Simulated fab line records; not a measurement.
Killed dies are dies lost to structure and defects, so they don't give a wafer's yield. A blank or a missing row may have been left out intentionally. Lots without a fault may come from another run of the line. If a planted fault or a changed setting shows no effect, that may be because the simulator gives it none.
Which of the tools did it? || flow sky130 || Sampling: 14 lots, 42 wafers, 4 of 708 route steps

WHAT EACH GAUGE READ, for each wafer
SKY_NWELL_TW_MEAS_15. Usual: NWELL_TW typically reads 1795, with standard deviation 14.
{"lot": "L984", "measured": "day 4 11:10", "on": "film metro-04", "NWELL_TW": "1813 1808 1803", "flag": ""}
{"lot": "L985", "measured": "day 4 22:56", "on": "film metro-02", "NWELL_TW": "1793 1789 1792", "flag": ""}
{"lot": "L986", "measured": "day 4 23:15", "on": "film metro-03", "NWELL_TW": "1789 1791 1780", "flag": ""}
{"lot": "L988", "measured": "day 5 12:07", "on": "film metro-04", "NWELL_TW": "1815 1813 1818", "flag": ""}
{"lot": "L989", "measured": "day 5 20:30", "on": "film metro-04", "NWELL_TW": "1803 1805 1812", "flag": ""}
{"lot": "L991", "measured": "day 6 06:00", "on": "film metro-02", "NWELL_TW": "1794 1801 1791", "flag": ""}
{"lot": "L992", "measured": "day 6 11:45", "on": "film metro-02", "NWELL_TW": "1798 1790 1799", "flag": ""}
{"lot": "L993", "measured": "day 6 14:10", "on": "film metro-02", "NWELL_TW": "1788 1785 1799", "flag": ""}
{"lot": "L994", "measured": "day 7 00:18", "on": "film metro-02", "NWELL_TW": "1798 1796 1789", "flag": ""}
{"lot": "L998", "measured": "day 7 21:27", "on": "film metro-02", "NWELL_TW": "1788 1793 1789", "flag": ""}
{"lot": "L100", "measured": "day 8 12:18", "on": "film metro-02", "NWELL_TW": "1802 1805 1800", "flag": ""}
{"lot": "L101", "measured": "day 8 17:03", "on": "film metro-02", "NWELL_TW": "1802 1805 1808", "flag": ""}
{"lot": "L105", "measured": "day 9 14:22", "on": "film metro-03", "NWELL_TW": "1788 1784 1775", "flag": ""}
{"lot": "L106", "measured": "day 10 01:25", "on": "film metro-02", "NWELL_TW": "1798 1811 1795", "flag": ""}

SKY_VT_ADJUST_NCORE_CD_MEAS_07: the cd target is 380 nm. Usual: cd nm reads 379.5 nm (standard deviation 2.9).
{"lot": "L984", "measured": "day 8 09:12", "on": "cd sem-01", "cd nm (nm)": "379.4 379.6 380.2", "flag": ""}
{"lot": "L985", "measured": "day 9 00:20", "on": "cd sem-01", "cd nm (nm)": "382.4 381.2 380.5", "flag": ""}
{"lot": "L986", "measured": "day 9 01:19", "on": "cd sem-01", "cd nm (nm)": "381.7 381.4 383.1", "flag": ""}
{"lot": "L988", "measured": "day 9 16:02", "on": "cd sem-01", "cd nm (nm)": "385.4 385.4 384.1", "flag": ""}
{"lot": "L989", "measured": "day 10 03:07", "on": "cd sem-01", "cd nm (nm)": "380.3 379.5 378.7", "flag": ""}
{"lot": "L991", "measured": "day 10 14:55", "on": "cd sem-01", "cd nm (nm)": "373.3 373.7 373.9", "flag": ""}
{"lot": "L992", "measured": "day 10 23:07", "on": "cd sem-01", "cd nm (nm)": "379.5 375.9 377.5", "flag": ""}
{"lot": "L993", "measured": "day 11 00:26", "on": "cd sem-01", "cd nm (nm)": "379.8 378.5 378.4", "flag": ""}
{"lot": "L994", "measured": "day 11 13:49", "on": "cd sem-02", "cd nm (nm)": "374.2 375.3 375.1", "flag": ""}
{"lot": "L998", "measured": "day 12 15:46", "on": "cd sem-02", "cd nm (nm)": "380.2 382.8 378.4", "flag": ""}
{"lot": "L100", "measured": "day 13 10:34", "on": "cd sem-01", "cd nm (nm)": "381.6 380.6 381.8", "flag": ""}
{"lot": "L101", "measured": "day 13 16:52", "on": "cd sem-02", "cd nm (nm)": "378.0 378.6 378.5", "flag": ""}
{"lot": "L105", "measured": "day 14 17:35", "on": "cd sem-01", "cd nm (nm)": "379.4 383.6 382.9", "flag": ""}
{"lot": "L106", "measured": "day 15 05:44", "on": "cd sem-02", "cd nm (nm)": "378.4 379.4 380.0", "flag": ""}

EACH LOT AND THE TOOL THAT RAN IT (in order: tool; ch and the chambers of the sampled wafers; start)
{"lot": "L984", "SKY_FIELD_ISO_ETCH_14": "rie diel-02 ch 0,1,2, day 2 04:47", "SKY_NWELL_IMPLANT_13": "implanter-01 ch 0, day 4 10:57"}
{"lot": "L985", "SKY_FIELD_ISO_ETCH_14": "rie diel-03 ch 2,3, day 2 10:50", "SKY_NWELL_IMPLANT_13": "implanter-03 ch 0, day 4 22:44"}
{"lot": "L986", "SKY_FIELD_ISO_ETCH_14": "rie diel-01 ch 1,3, day 2 13:45", "SKY_NWELL_IMPLANT_13": "implanter-01 ch 0, day 4 23:00"}
{"lot": "L988", "SKY_FIELD_ISO_ETCH_14": "rie diel-03 ch 0,1,3, day 3 04:05", "SKY_NWELL_IMPLANT_13": "implanter-01 ch 0, day 5 11:52"}
{"lot": "L989", "SKY_FIELD_ISO_ETCH_14": "rie diel-02 ch 0,2, day 3 11:45", "SKY_NWELL_IMPLANT_13": "implanter-01 ch 0, day 5 20:15"}
{"lot": "L991", "SKY_FIELD_ISO_ETCH_14": "rie diel-01 ch 1,2,3, day 3 18:11", "SKY_NWELL_IMPLANT_13": "implanter-01 ch 0, day 6 05:45"}
{"lot": "L992", "SKY_FIELD_ISO_ETCH_14": "rie diel-01 ch 0,1,3, day 3 21:59", "SKY_NWELL_IMPLANT_13": "implanter-03 ch 0, day 6 11:30"}
{"lot": "L993", "SKY_FIELD_ISO_ETCH_14": "rie diel-02 ch 2,3, day 4 03:11", "SKY_NWELL_IMPLANT_13": "implanter-04 ch 0, day 6 13:56"}
{"lot": "L994", "SKY_FIELD_ISO_ETCH_14": "rie diel-02 ch 0,1,3, day 4 07:57", "SKY_NWELL_IMPLANT_13": "implanter-04 ch 0, day 7 00:03"}
{"lot": "L998", "SKY_FIELD_ISO_ETCH_14": "rie diel-02 ch 3, day 5 06:11", "SKY_NWELL_IMPLANT_13": "implanter-04 ch 0, day 7 21:12"}
{"lot": "L100", "SKY_FIELD_ISO_ETCH_14": "rie diel-02 ch 0,2, day 5 17:21", "SKY_NWELL_IMPLANT_13": "implanter-04 ch 0, day 8 12:03"}
{"lot": "L101", "SKY_FIELD_ISO_ETCH_14": "rie diel-02 ch 1,2,3, day 5 21:14", "SKY_NWELL_IMPLANT_13": "implanter-04 ch 0, day 8 16:48"}
{"lot": "L105", "SKY_FIELD_ISO_ETCH_14": "rie diel-01 ch 0,1,2, day 6 17:26", "SKY_NWELL_IMPLANT_13": "implanter-03 ch 0, day 9 14:08"}
{"lot": "L106", "SKY_FIELD_ISO_ETCH_14": "rie diel-02 ch 0,2,3, day 6 23:20", "SKY_NWELL_IMPLANT_13": "implanter-03 ch 0, day 10 01:11"}
- SKY_FIELD_ISO_ETCH_14: etches BARC in N2/H2, stops on SiO2, time 45.9 s, target depth 60 nm.
- SKY_NWELL_IMPLANT_13

AS READ BY THE TOOLS THEMSELVES (means over the sampled wafers that have a number; for cases with no such wafer, the mark the record gives instead)
SKY_FIELD_ISO_ETCH_14. Usual: drypump motor current A 5.9 A, standard deviation 0.48; oes product au 0.854 a.u., standard deviation 0.005; throttle valve pct 13.225 %, standard deviation 0.0091.
{"lot": "L984", "tool": "rie diel-02", "drypump motor current A (A)": 6.3, "oes product au (a.u.)": 0.853, "throttle valve pct (%)": 13.223, "flag": ""}
{"lot": "L985", "tool": "rie diel-03", "drypump motor current A (A)": 5.4, "oes product au (a.u.)": 0.857, "throttle valve pct (%)": 13.222, "flag": ""}
{"lot": "L986", "tool": "rie diel-01", "drypump motor current A (A)": 5.7, "oes product au (a.u.)": 0.858, "throttle valve pct (%)": 13.223, "flag": ""}
{"lot": "L988", "tool": "rie diel-03", "drypump motor current A (A)": 5.5, "oes product au (a.u.)": 0.853, "throttle valve pct (%)": 13.221, "flag": ""}
{"lot": "L989", "tool": "rie diel-02", "drypump motor current A (A)": 6.1, "oes product au (a.u.)": 0.854, "throttle valve pct (%)": 13.220, "flag": ""}
{"lot": "L991", "tool": "rie diel-01", "drypump motor current A (A)": 5.6, "oes product au (a.u.)": 0.857, "throttle valve pct (%)": 13.226, "flag": ""}
{"lot": "L992", "tool": "rie diel-01", "drypump motor current A (A)": 5.6, "oes product au (a.u.)": 0.853, "throttle valve pct (%)": 13.222, "flag": ""}
{"lot": "L993", "tool": "rie diel-02", "drypump motor current A (A)": 5.9, "oes product au (a.u.)": 0.853, "throttle valve pct (%)": 13.226, "flag": ""}
{"lot": "L994", "tool": "rie diel-02", "drypump motor current A (A)": 6.4, "oes product au (a.u.)": 0.852, "throttle valve pct (%)": 13.228, "flag": ""}
{"lot": "L998", "tool": "rie diel-02", "drypump motor current A (A)": 6.0, "oes product au (a.u.)": 0.850, "throttle valve pct (%)": 13.221, "flag": ""}
{"lot": "L100", "tool": "rie diel-02", "drypump motor current A (A)": 6.4, "oes product au (a.u.)": 0.860, "throttle valve pct (%)": 13.221, "flag": ""}
{"lot": "L101", "tool": "rie diel-02", "drypump motor current A (A)": 6.0, "oes product au (a.u.)": 0.858, "throttle valve pct (%)": 13.215, "flag": ""}
{"lot": "L105", "tool": "rie diel-01", "drypump motor current A (A)": 5.6, "oes product au (a.u.)": 0.851, "throttle valve pct (%)": 13.234, "flag": ""}
{"lot": "L106", "tool": "rie diel-02", "drypump motor current A (A)": 6.2, "oes product au (a.u.)": 0.858, "throttle valve pct (%)": 13.222, "flag": ""}

SKY_NWELL_IMPLANT_13. Usual: dose ions cm2 7.001e+11, standard deviation 7.8e+08; faraday current uA 3.94, standard deviation 0.077.
{"lot": "L984", "tool": "implanter-01", "dose ions cm2": 7.000e+11, "faraday current uA": 3.93, "flag": ""}
{"lot": "L985", "tool": "implanter-03", "dose ions cm2": 7.000e+11, "faraday current uA": 3.96, "flag": ""}
{"lot": "L986", "tool": "implanter-01", "dose ions cm2": 7.001e+11, "faraday current uA": 3.95, "flag": ""}
{"lot": "L988", "tool": "implanter-01", "dose ions cm2": 7.001e+11, "faraday current uA": 3.98, "flag": ""}
{"lot": "L989", "tool": "implanter-01", "dose ions cm2": 6.995e+11, "faraday current uA": 3.96, "flag": ""}
{"lot": "L991", "tool": "implanter-01", "dose ions cm2": 7.002e+11, "faraday current uA": 3.95, "flag": ""}
{"lot": "L992", "tool": "implanter-03", "dose ions cm2": 7.008e+11, "faraday current uA": 4.02, "flag": ""}
{"lot": "L993", "tool": "implanter-04", "dose ions cm2": 7.010e+11, "faraday current uA": 3.90, "flag": ""}
{"lot": "L994", "tool": "implanter-04", "dose ions cm2": 6.991e+11, "faraday current uA": 3.91, "flag": ""}
{"lot": "L998", "tool": "implanter-04", "dose ions cm2": 6.086e+11, "faraday current uA": 3.45, "flag": "OFF"}
{"lot": "L100", "tool": "implanter-04", "dose ions cm2": 6.085e+11, "faraday current uA": 3.39, "flag": "OFF"}
{"lot": "L101", "tool": "implanter-04", "dose ions cm2": 6.089e+11, "faraday current uA": 3.48, "flag": "OFF"}
{"lot": "L105", "tool": "implanter-03", "dose ions cm2": 7.001e+11, "faraday current uA": 3.96, "flag": ""}
{"lot": "L106", "tool": "implanter-03", "dose ions cm2": 6.998e+11, "faraday current uA": 3.95, "flag": ""}

THE ANSWER, worked out from the rows above alone
Rule: a lot counts as off when the mean over its wafers that have a number is more than 3 standard deviations away from the usual mean. A lot without any number at a reading at which 4 lots or more have one is off too. All remaining lots with rows at the step are treated as sound. The gauges are gone through in route order, then the tools' own readings, and for those a lot's mean is taken as printed above. At the first step where some lot is off, the reading lying furthest off is the one used; lots without a number count as furthest.
Off: L998, L100, L101, at SKY_NWELL_IMPLANT_13 (dose ions cm2).
If a tool, at that step or one of the process steps before it, ran each lot that is off and ran no sound lot following the first of them, it fits. One fits: SKY_NWELL_IMPLANT_13 on implanter-04. A fault onset in the window from L994 (day 7 00:03, its last sound lot) to L998 (day 7 21:12, its first lot off) fits.
The tool's own readings at SKY_NWELL_IMPLANT_13 bear it out: on the lots that are off they differ by more than 5 times the standard deviation of the sound lots' means. dose ions cm2 reads 6.087e+11 there against 7.001e+11 on the sound lots; faraday current uA reads 3.44 there against 3.95 on the sound lots.

WHAT THE SIMULATOR HAD PUT IN
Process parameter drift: implanter-04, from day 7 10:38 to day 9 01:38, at SKY_NWELL_IMPLANT_13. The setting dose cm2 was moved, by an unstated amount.
Shown lots that were struck: L998, L100, L101. Same finding as the rule above.
